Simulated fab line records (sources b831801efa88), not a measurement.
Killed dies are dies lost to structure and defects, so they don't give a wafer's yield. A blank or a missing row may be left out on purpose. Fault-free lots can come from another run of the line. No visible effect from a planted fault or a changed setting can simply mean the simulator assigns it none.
The same fault as seen by 2 desks	flow sky130	what lay behind the numbers comes last; until then each desk has only its own

TOOL OWNER'S DESK, rie-metal-02
The tool's own readings at SKY_METAL3_METAL_ETCH_18 (etches the open film in Cl2/BCl3, stops on SiO2, target depth 845 nm, time 183.1 s): means of the sampled wafers that have a number, for each lot that ran on this tool. A lot is out of limits, marked OUT, if its mean lies more than 4 standard deviations from the usual mean; the brackets give that distance.
Columns: A = bcl3-flow-sccm at SKY_METAL3_METAL_ETCH_18, usual 30.01 sccm; B = chamber-pressure-mTorr at SKY_METAL3_METAL_ETCH_18, usual 9.999 mTorr; C = drypump-motor-current-A at SKY_METAL3_METAL_ETCH_18, usual 5.7 A; D = oes-product-au at SKY_METAL3_METAL_ETCH_18, usual 0.865 a.u.; E = throttle-valve-pct at SKY_METAL3_METAL_ETCH_18, usual 22.264 %
lot	first seen here	A	B	C	D	E
L773	day 38 14:47	29.96	10.000	5.7	0.865	22.262
L774	day 38 18:29	30.02	9.999	5.5	0.863	22.261
L776	day 39 14:14	29.98	9.993	5.6	0.869	22.272
L783	day 41 17:35	30.04	10.001	5.6	0.861	22.259
L784	day 42 11:11	29.91	10.664 (+75) OUT	5.6	0.862	22.270
L787	day 43 02:02	29.96	11.337 (+99 or more) OUT	5.7	0.861	22.265
This desk's finding: out of limits on L784, L787; first on L784, day 42 11:11 (chamber-pressure-mTorr at SKY_METAL3_METAL_ETCH_18). In limits: L773, L774, L776, L783.

FROM THE METROLOGY DESK
What the gauges read, lot by lot, whatever tool the lot ran on: means of the sampled wafers that have a number. A lot is out of limits, marked OUT, if its mean lies more than 4 standard deviations from the usual mean; the brackets give that distance.
Columns: A = CAPM_OVL at SKY_CAPM_OVL_MEAS_12, usual -0.5 nm; B = METAL3_OVL at SKY_METAL3_OVL_MEAS_14, usual -8 nm
lot	first seen here	A	B
L773	day 37 11:38	-0.4	-9
L774	day 37 15:52	-0.3	-11
L776	day 38 11:53	-0.3	-8
L780	day 39 22:17	-2.0	-2
L782	day 40 08:40	-0.3	-7
L783	day 40 16:04	-0.0	-5
L785	day 41 05:35	2.4	-3
L784	day 41 10:29	-0.9	-12
L787	day 42 01:59	-0.2	-4
L789	day 42 11:10	-1.3	-4
L796	day 44 15:11	-1.5	-3
This desk found nothing out of limits on any of the 11 lots.

TAKEN TOGETHER
The tool owner's desk had the chance to raise an alarm at day 42 11:11 on L784, L787.
Metrology desk: nothing out of limits seen.
The metrology desk holds a record of L784, L787, inside its limits.
All the named lots went through SKY_METAL3_METAL_ETCH_18 on rie-metal-02.

WHAT THE SIMULATOR HAD PUT IN
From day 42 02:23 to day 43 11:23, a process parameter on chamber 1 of rie-metal-02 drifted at SKY_METAL3_METAL_ETCH_18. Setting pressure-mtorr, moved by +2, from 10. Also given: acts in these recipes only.
Struck lots among those shown: L784, L787.
How many hours passed from the start of the fault until each desk's first out-of-limits reading: the tool owner's desk, 9.
